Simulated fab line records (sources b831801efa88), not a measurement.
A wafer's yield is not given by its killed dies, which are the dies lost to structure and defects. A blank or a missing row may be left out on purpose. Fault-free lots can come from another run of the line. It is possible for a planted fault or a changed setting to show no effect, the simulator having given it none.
8D (eight disciplines) problem report, filled in by code :: flow sky130 :: the parts of the form that need people (team, actions taken, sign-off) are left out

## 1. PROBLEM STATEMENT
Mean of spin_speed_rpm at SKY_CAP2M_COAT_07: 2627.6 rpm across 6 wafers in 2 lots; on wafers with no fault it is 3000.1 rpm (standard deviation 2). So: -99 or more standard deviations from the usual mean.
The step: resist thk 1140 nm.
First seen on wafer L767.1, day 42 18:34, on litho_track-02. The record has a number at this step for 33 wafers belonging to 11 lots. The rule behind "out" and "out of limits": a value lying over 4 standard deviations away from the usual mean. All remaining wafers that have a number are taken as sound.

## 2. WHAT IT IS, AND WHAT IT ISN'T
question: which readings at this step
is: spin_speed_rpm
is not: -

question: which lots
is: L767, L768
is not: L761, L762, L772, L773, L777, L778, L779, L781, L782

question: which wafers of those lots
is: all that have a number
is not: -

question: read on which tools
is: litho_track-02
is not: litho_track-03, litho_track-04

question: when
is: from day 42 18:34
is not: up to then (6 sound wafers); but 21 sound wafers of L772, L773, L777, L778, L779, L781, L782 came after

## 3. THE SUSPECTS, EACH WITH WHAT RULES IT OUT
Counting: a tool at any process step up to the reading remains a suspect when it ran all the lots that are out and ran no sound lot after the first of those.
- pecvd-04 at SKY_CAP2M_CVD_00 (deposits SiO2, target thk 15.5 nm): ruled out as a lasting fault. The sound lots L772, L778, L781, L782 went through it after L767, its earliest lot that is out (day 42 07:08).
- litho_track-02 at SKY_CAP2M_COAT_07 (resist thk 1140 nm): ruled out as a lasting fault. The sound lots L777, L778, L779 went through it after L767, its earliest lot that is out (day 42 18:34).
Left after counting: nothing in the record.

## 4. THE CAUSE (what the simulator had put in)
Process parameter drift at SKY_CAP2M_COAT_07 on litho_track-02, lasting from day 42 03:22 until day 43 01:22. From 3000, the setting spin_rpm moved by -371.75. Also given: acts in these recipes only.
Counting ruled it out, wrongly.

## 5. SEQUENCE OF EFFECTS, ordered by route
Rows list readings where the struck wafers' mean (over those with a number) sits beyond 3 standard deviations from the usual. Only readings for which the record gives a usual standard deviation are gone through. hours: the time from each lot's start at the first step in this table that gives one to its start at this step, as a median over the lots. sigmas: the change in usual standard deviations.
hours: 0
step: SKY_CAP2M_COAT_07
reading: spin_speed_rpm
usual: 3000.1 rpm
on struck wafers: 2627.6
change: -372.5
sigmas: -99 or more

hours: 12
step: SKY_CAP2M_STRIP_14
reading: strip_time_to_endpoint_s
usual: 12.68 s
on struck wafers: 13.47
change: +0.79
sigmas: +18
Its process steps:
- SKY_CAP2M_COAT_07: resist thk 1140 nm.
- SKY_CAP2M_STRIP_14: strips in O2/N2.

## 6. HOW IT WOULD HAVE BEEN CAUGHT EARLIER
In this record the first reading out of limits was taken at day 42 18:34, 15 hours after the fault began at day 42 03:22.
